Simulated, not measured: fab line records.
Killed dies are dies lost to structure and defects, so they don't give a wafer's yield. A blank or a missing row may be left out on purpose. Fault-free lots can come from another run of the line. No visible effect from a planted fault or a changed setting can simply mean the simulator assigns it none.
fab line records	flow sky130
record: lots: 12	wafers: 36	last-day: 50
route steps=708 shown POLY_GATE@229 LDD_LDN@298 SD_N@353 LI_CONTACT@363 PAD_OPEN@708
lots untouched by any fault: they come from a run of this same line in which no faults occurred
start-h: hours from the record's opening day to when the first of the lot's shown wafers began	wait-h: hours since the lot's step before	" the same as in the row above	L1.1+2: one row covering several wafers at once	- value missing, or start not given	* or withheld: withheld	< > ~ a bound
route shown NAME@n: names a module that has steps shown in the file, with the first one's number in the route	usual: mean/standard deviation of fault-free wafers	same: alike in all rows	chamber/n: place in a boat	sites: each site's reading	_std_site: standard deviation across them	_edge_site: outer sites' mean less inner sites'	radius-mm: how far each site lies from the wafer's centre	mask NAME#n: copy n	behind: tool/chamber where the wafer was last shaped	hold: the reason the lot was held/the length of the hold in hours/how it ended	device: names the non-switching transistor (n, p or np)	end of line: tests run on the same wafers once the route is complete	a step with no rows: only its recipe	killed: dies lost to structure and defects at the first sort, not the wafer's yield	map: shows each die of a wafer: x if killed, . if not, _ if none is there
set.NAME: the run value of the setting; set.NAME@STEP: its run value at that earlier step	model.NAME: the simulator's own value behind a step, which no gauge read
the route's steps for a sample of lots (tables are steps, rows are wafers)
services: when a tool's chamber went out of use (start-h, in hours from the record's first day, below 0 if earlier), for how many hours, and the reason
== steps ==
step: SKY_POLY_GATE_ETCH_15
recipe: chemistry: N2/H2	target: BARC	ion-energy-ev: 200	source-w: 500	bias-w: 100	pressure-mtorr: 30	n2-flow-sccm: 100	h2-flow-sccm: 200	stop-on: SiO2	time-s: 118.5	target-depth-a: 1100
usual: bias-w: 100.0/0.3	drypump-motor-current-A: 5.8/0.5	oes-product-au: 0.716/0.0048	throttle-valve-pct: 13.214/0.0087
lot.wafer	tool	chamber	start-h	wait-h	bias-w	drypump-motor-current-A	oes-product-au	rf-hours-counter-h	throttle-valve-pct
L590.1	rie-diel-03	2	384.99	0.0	100.2	5.3	0.718	57	13.225
L590.3	"	1	"	"	99.8	4.9	0.717	1	13.222
L590.4	"	0	"	"	99.9	5.7	0.719	17	13.207
L589.2	rie-diel-02	3	385.00	0.0	100.6	6.4	0.718	72	13.223
L589.4	"	0	"	"	100.2	5.7	0.715	102	13.204
L589.6	"	0	"	"	100.3	5.7	0.712	-	13.215
L591.2	rie-diel-02	0	395.04	0.0	100.1	5.7	0.720	102	13.215
L591.3	"	2	"	"	100.2	6.1	0.709	6	13.215
L591.4	"	1	"	"	99.9	6.1	0.712	32	13.223
L593.1	rie-diel-02	1	414.05	0.0	99.9	6.2	0.711	32	13.218
L593.5	"	1	"	"	99.8	6.1	0.718	-	13.209
L593.6	"	2	"	"	99.5	6.2	0.717	-	13.222
L592.2	rie-diel-01	0	414.60	0.0	100.2	5.9	0.702	8	13.227
L592.3	"	2	"	"	100.5	6.5	0.719	6	13.221
L592.5	"	3	"	"	99.9	5.3	0.717	-	13.219
L595.1	rie-diel-01	0	426.49	0.0	99.8	5.9	0.716	8	13.203
L595.4	"	1	"	"	99.5	5.0	0.716	8	13.222
L595.6	"	0	"	"	100.1	5.9	0.712	-	13.205
L596.2	rie-diel-02	2	438.89	0.0	99.8	6.2	0.724	7	13.226
L596.3	"	3	"	"	100.1	6.4	0.723	73	13.213
L596.6	"	1	"	"	100.2	6.1	0.715	-	13.212
L603.1	rie-diel-01	3	483.59	0.0	100.4	5.3	0.712	21	13.200
L603.5	"	2	"	"	99.8	6.5	0.718	-	13.221
L603.6	"	1	"	"	99.8	5.1	0.709	-	13.213
L607.1	rie-diel-02	3	531.35	0.0	99.9	6.4	0.710	75	13.209
L607.2	"	0	"	"	100.5	5.7	0.717	1	13.204
L607.4	"	1	"	"	99.9	6.1	0.720	34	13.224
L609.1	rie-diel-01	2	542.80	0.0	99.5	6.5	0.720	9	13.201
L609.4	"	0	"	"	100.2	5.9	0.716	11	13.212
L609.5	"	0	"	"	100.3	5.9	0.710	-	13.217
L611.2	rie-diel-01	3	562.65	0.0	100.0	5.4	0.722	23	13.187
L611.3	"	0	"	"	99.8	5.9	0.712	11	13.223
L611.6	"	0	"	"	99.6	5.9	0.718	-	13.216
L612.1	rie-diel-03	1	565.88	0.0	100.2	4.9	0.711	4	13.214
L612.4	"	0	"	"	100.4	5.7	0.717	20	13.204
L612.6	"	3	"	"	99.4	6.2	0.720	-	13.199
step: SKY_LDD_LDN_IMPLANT_09
recipe: species: As	energy-kev: 15	dose-cm2: 1.25e+13	tilt-deg: withheld	rotation-deg: 113
lot.wafer	tool	chamber	start-h	wait-h
L589.2+4+6	implanter-01	0	542.51	0.1
L590.1+3+4	implanter-04	0	543.86	0.1
L591.2+3+4	implanter-04	0	550.99	0.1
L593.1+5+6	implanter-01	0	571.60	0.1
L592.2+3+5	implanter-02	0	572.11	0.1
L595.1+4+6	implanter-04	0	582.16	0.1
L595.1+4+6	implanter-04	0	582.48	0.3
L596.2+3+6	implanter-02	0	593.11	0.1
L596.2+3+6	implanter-02	0	593.43	0.3
L603.1+5+6	implanter-04	0	635.43	0.1
L607.1+2+4	implanter-04	0	679.66	0.1
L609.1+4+5	implanter-04	0	689.81	0.1
L611.2+3+6	implanter-02	0	708.79	0.1
L612.1+4+6	implanter-01	0	712.11	0.1
step: SKY_LDD_LDN_TW_MEAS_13
usual: LDD_LDN_TW: 1470/12
lot.wafer	tool	chamber	start-h	wait-h	LDD_LDN_TW
L589.2	film-metro-04	-	543.04	0.1	1477
L589.4	"	-	"	"	1477
L589.6	"	-	"	"	1475
L590.1	film-metro-03	-	544.41	0.1	1447
L590.3	"	-	"	"	1459
L590.4	"	-	"	"	1449
L591.2	film-metro-03	-	551.52	0.1	1452
L591.3	"	-	"	"	1460
L591.4	"	-	"	"	1454
L593.1	film-metro-02	-	572.15	0.1	1477
L593.5	"	-	"	"	1482
L593.6	"	-	"	"	1488
L592.2	film-metro-02	-	572.64	0.1	1487
L592.3	"	-	"	"	1485
L592.5	"	-	"	"	1488
L595.1	film-metro-04	-	583.11	0.1	1571
L595.4	"	-	"	"	1566
L595.6	"	-	"	"	1573
L596.2	film-metro-02	-	593.96	0.1	1597
L596.3	"	-	"	"	1595
L596.6	"	-	"	"	1591
L603.1	film-metro-03	-	635.98	0.1	1465
L603.5	"	-	"	"	1464
L603.6	"	-	"	"	1457
L607.1	film-metro-04	-	680.28	0.1	1467
L607.2	"	-	"	"	1475
L607.4	"	-	"	"	1469
L609.1	film-metro-04	-	690.36	0.1	1459
L609.4	"	-	"	"	1472
L609.5	"	-	"	"	1461
L611.2	film-metro-04	-	709.32	0.1	1470
L611.3	"	-	"	"	1473
L611.6	"	-	"	"	1472
L612.1	film-metro-04	-	712.66	0.1	1475
L612.4	"	-	"	"	1474
L612.6	"	-	"	"	1476
step: SKY_SD_N_STRIP_11
recipe: chemistry: O2/N2	power-w: 1400	pressure-mtorr: 1500	platen-temp-c: withheld	o2-flow-sccm: 3000	n2-flow-sccm: 300	overash-fraction: 0.5
usual: drypump-motor-current-A: 5.5/0.4	oes-product-au: 0.528/0.0042	strip-time-to-endpoint-s: 22.55/0.044
same: overash-fraction: 0.5
lot.wafer	tool	chamber	start-h	wait-h	drypump-motor-current-A	oes-product-au	rf-hours-counter-h	strip-time-to-endpoint-s
L589.2	plasma-asher-01	0	661.20	0.1	6.0	0.528	81	22.52
L589.4	"	1	"	"	5.3	0.528	-	22.45
L589.6	"	1	"	"	5.3	0.527	-	22.47
L590.1	plasma-asher-02	0	662.23	0.1	5.7	0.521	107	22.50
L590.3	"	0	"	"	5.6	0.532	-	22.58
L590.4	"	1	"	"	5.3	0.528	-	22.58
L591.2	plasma-asher-02	0	668.75	0.1	5.6	0.529	107	22.54
L591.3	"	1	"	"	5.3	0.529	-	22.50
L591.4	"	0	"	"	5.6	0.530	-	22.51
L593.1	plasma-asher-02	1	689.48	0.1	5.3	0.520	109	22.57
L593.5	"	0	"	"	5.7	0.527	-	22.52
L593.6	"	1	"	"	5.3	0.520	-	22.51
L592.2	plasma-asher-01	1	689.78	0.1	5.3	0.529	83	22.48
L592.3	"	1	"	"	5.3	0.527	-	22.55
L592.5	"	0	"	"	6.0	0.533	-	22.53
L595.1	plasma-asher-03	0	699.25	0.1	4.7	0.525	26	22.52
L595.4	"	1	"	"	5.8	0.526	-	22.53
L595.6	"	0	"	"	4.7	0.530	-	22.58
L596.2	plasma-asher-02	1	709.10	0.1	5.2	0.530	111	22.62
L596.3	"	1	"	"	5.3	0.535	-	22.57
L596.6	"	1	"	"	5.3	0.526	-	22.57
L603.1	plasma-asher-02	0	749.49	0.1	5.6	0.536	1	22.59
L603.5	"	0	"	"	5.6	0.523	-	22.59
L603.6	"	1	"	"	5.2	0.527	-	22.57
L607.1	plasma-asher-02	1	791.13	0.1	5.3	0.535	5	22.53
L607.2	"	0	"	"	5.6	0.529	5	22.47
L607.4	"	0	"	"	5.6	0.517	-	22.52
L609.1	plasma-asher-02	1	798.83	0.1	5.3	0.535	6	22.61
L609.4	"	0	"	"	5.6	0.528	-	22.62
L609.5	"	0	"	"	5.6	0.528	-	22.61
L611.2	plasma-asher-02	1	819.05	0.1	5.3	0.528	8	22.61
L611.3	"	0	"	"	5.6	0.527	-	22.58
L611.6	"	1	"	"	5.3	0.525	-	22.59
L612.1	plasma-asher-03	1	820.24	0.1	5.9	0.526	38	22.50
L612.4	"	0	"	"	4.7	0.520	-	22.50
L612.6	"	0	"	"	4.7	0.535	-	22.45
step: SKY_LI_CONTACT_THK_MEAS_01
recipe: reads: PSG_of_LI_CONTACT_HDPCVD_00
usual: LI_CONTACT_HDPCVD_THK: 939/14
lot.wafer	tool	chamber	start-h	wait-h	LI_CONTACT_HDPCVD_THK[nm]
L589.2	film-metro-03	-	662.13	0.1	941
L589.4	"	-	"	"	937
L589.6	"	-	"	"	940
L590.1	film-metro-01	-	663.15	0.1	931
L590.3	"	-	"	"	940
L590.4	"	-	"	"	936
L591.2	film-metro-01	-	669.63	0.1	951
L591.3	"	-	"	"	931
L591.4	"	-	"	"	942
L593.1	film-metro-02	-	690.40	0.1	937
L593.5	"	-	"	"	931
L593.6	"	-	"	"	911
L592.2	film-metro-01	-	690.65	0.1	931
L592.3	"	-	"	"	959
L592.5	"	-	"	"	932
L595.1	film-metro-02	-	700.17	0.1	910
L595.4	"	-	"	"	908
L595.6	"	-	"	"	928
L596.2	film-metro-02	-	709.98	0.1	945
L596.3	"	-	"	"	911
L596.6	"	-	"	"	916
L603.1	film-metro-01	-	750.40	0.1	957
L603.5	"	-	"	"	960
L603.6	"	-	"	"	966
L607.1	film-metro-02	-	791.99	0.1	951
L607.2	"	-	"	"	928
L607.4	"	-	"	"	936
L609.1	film-metro-01	-	799.69	0.1	939
L609.4	"	-	"	"	931
L609.5	"	-	"	"	935
L611.2	film-metro-03	-	819.93	0.1	935
L611.3	"	-	"	"	935
L611.6	"	-	"	"	941
L612.1	film-metro-02	-	821.10	0.1	928
L612.4	"	-	"	"	944
L612.6	"	-	"	"	905
step: SKY_PAD_OPEN_PROBE_99
usual: killed_at_M0_to_M3: 43/6.5	killed_at_M4_up: 3.3/2	killed-at-contacts: 24/5.2	killed-at-front-end: 16/4.2	killed-at-other: 0.3/0.6	killed-dies: 87/9.3	killed-open: 47/7.8	killed-short: 39/6.2
same: gross-dies: 492	killed-at-back-side: 0
lot.wafer	tool	chamber	start-h	wait-h	killed_at_M0_to_M3	killed_at_M4_up	killed-at-contacts	killed-at-front-end	killed-at-other	killed-dies	killed-open	killed-short
L595.1	prober-02	-	1111.55	0.1	37	3	29	21	1	91	55	36
L595.4	prober-02	-	1111.70	0.2	34	2	23	26	1	86	39	47
L595.6	prober-02	-	1111.80	0.2	35	4	27	16	0	82	47	35
killed by level:class
L595.1 VIA2:geometric-particle:open=9 POLY_GATE:geometric-particle:open=8 LI_CONTACT:geometric-particle:open=8 CONTACT:geometric-particle:open=8 VIA1:geometric-particle:open=8 LI_CONTACT:geometric-particle:short=5 LOCAL_INTERCONNECT:geometric-particle:short=5 METAL2:geometric-particle:short=5
L595.4 FIELD_ISO:geometric-particle:open=7 FIELD_ISO:geometric-particle:short=7 LOCAL_INTERCONNECT:geometric-particle:short=7 METAL2:geometric-particle:short=7 CONTACT:geometric-particle:short=6 CONTACT:geometric-particle:open=6 VIA3:geometric-particle:open=6 VIA2:geometric-particle:open=5
L595.6 VIA2:geometric-particle:open=11 CONTACT:geometric-particle:open=9 FIELD_ISO:geometric-particle:short=6 LI_CONTACT:geometric-particle:open=6 VIA1:geometric-particle:open=6 LOCAL_INTERCONNECT:geometric-particle:short=5 CONTACT:geometric-particle:short=5 VIA3:geometric-particle:open=5
== services ==
tool	chamber	start-h	hours	kind
implanter-04	-	393.49	0.5	repair
rie-diel-02	3	412.36	18.3	repair
rie-diel-02	1	426.11	6.2	repair
rie-diel-01	0	432.56	2.9	repair
plasma-asher-02	-	434.87	0.5	repair
rie-diel-02	1	443.98	5.0	repair
implanter-04	-	459.27	6.6	repair
rie-diel-02	1	501.40	10.4	repair
rie-diel-01	1	515.99	4.2	repair
rie-diel-01	2	516.27	7.5	repair
implanter-04	-	525.77	9.0	repair
rie-diel-02	3	541.45	16.1	repair
plasma-asher-02	-	556.55	1.0	repair
rie-diel-01	1	558.05	2.5	repair
implanter-04	-	569.35	4.8	pm
implanter-04	-	595.89	1.7	repair
implanter-04	-	626.97	3.2	repair
implanter-04	-	646.46	3.0	repair
plasma-asher-02	-	676.57	8.3	repair
plasma-asher-02	-	679.12	1.8	repair
plasma-asher-02	-	697.77	1.1	repair
plasma-asher-02	-	733.75	9.0	pm
implanter-04	-	734.38	4.5	pm
implanter-04	-	810.01	13.2	pm
== key ==
first-sign: step: SKY_LDD_LDN_IMPLANT_09	reading: visit	direction: added
effect: step: SKY_LDD_LDN_TW_MEAS_13	reading: LDD_LDN_TW	direction: up	sigmas: 9.1	usual: 1470	struck: 1582
met-at SKY_LDD_LDN_IMPLANT_09
struck-lots L595,L596
tester-left-out L595,L596
not-acting-at SKY_POLY_GATE_ETCH_15,SKY_SD_N_STRIP_11,SKY_LI_CONTACT_THK_MEAS_01
fault: kind: repeated-step-whole	tool: implanter-01,implanter-02,implanter-04	chamber: -	onset-h: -	steps: SKY_LDD_LDN_IMPLANT_09	times: 1	scope: struck-lots-only
tester-left-out: of these lots the tester's yield and bins aren't shown, on N5 and GAA mostly nor the transistor test; their killed dies are dies lost to structure and defects alone, not to doping, threshold or leakage, so they don't give the yield
